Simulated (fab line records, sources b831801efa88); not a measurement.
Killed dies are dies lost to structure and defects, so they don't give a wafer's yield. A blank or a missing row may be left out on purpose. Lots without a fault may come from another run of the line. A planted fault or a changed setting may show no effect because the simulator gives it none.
Chamber matching | flow sky130 | SKY_LI_CONTACT_CMP_02 on cmp-01: 4 sister chambers
The step polishes PSG. 16 wafers are shown with their chamber, then 8 later ones without.

WAFERS WITH THEIR CHAMBER
wafer  | chamber | motor_current_A (A) | time_to_endpoint_s (s)
L494.1 | 2       | 13.4                | 32.5
L494.3 | 3       | 11.3                | 32.8
L494.5 | 2       | 13.4                | 33.0
L495.1 | 2       | 13.4                | 33.5
L495.3 | 1       | 13.0                | 36.8
L495.5 | 2       | 12.8                | 34.9
L502.2 | 0       | 10.8                | 33.9
L502.3 | 3       | 11.4                | 37.9
L502.4 | 1       | 12.6                | 35.1
L506.1 | 3       | 11.1                | 35.3
L506.2 | 0       | 10.9                | 32.0
L506.6 | 1       | 12.8                | 36.1
L508.2 | 3       | 11.2                | 29.6
L508.4 | 2       | 12.8                | 29.3
L508.6 | 2       | 13.4                | 30.8
L513.3 | 2       | 13.2                | 33.2

SIGNATURES (means of the wafers above)
reading            | chamber 0 | chamber 1 | chamber 2 | chamber 3 | scatter within a chamber
motor_current_A    | 10.850    | 12.800    | 13.200    | 11.250    | 0.226
time_to_endpoint_s | 32.950    | 36.000    | 32.457    | 33.900    | 2.26
Rule: a wafer's distance from a chamber is the root of the sum, over the readings, of the square of ((its reading less the chamber's mean) divided by the reading's scatter). The wafer belongs to the nearest chamber; if the next one is less than 2 further off, it can't be placed. The scatter: the root of (the sum of the squares of (reading less its chamber's mean) over the shown wafers, divided by (wafers less chambers)).

WAFERS WITHOUT THEIR CHAMBER
wafer  | motor_current_A (A) | time_to_endpoint_s (s)
L513.4 | 10.8                | 37.2
L513.5 | 13.8                | 32.7
L512.1 | 10.7                | 31.7
L512.3 | 12.3                | 34.4
L512.4 | 13.0                | 30.3
L517.1 | 10.6                | 32.3
L517.2 | 11.2                | 35.9
L517.5 | 10.6                | 31.1

WHICH CHAMBER EACH WENT THROUGH
wafer  | from the rows above     | in truth
L513.4 | can't be placed: 0 or 3 | 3
L513.5 | can't be placed: 2 or 1 | 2
L512.1 | can't be placed: 0 or 3 | 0
L512.3 | can't be placed: 1 or 2 | 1
L512.4 | can't be placed: 2 or 1 | 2
L517.1 | can't be placed: 0 or 3 | 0
L517.2 | can't be placed: 3 or 0 | 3
L517.5 | can't be placed: 0 or 3 | 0
Placed correctly: 0 of 8. Can't be placed from these rows: 8 (the true chamber is among the candidates in 8). Placed wrongly: 0.
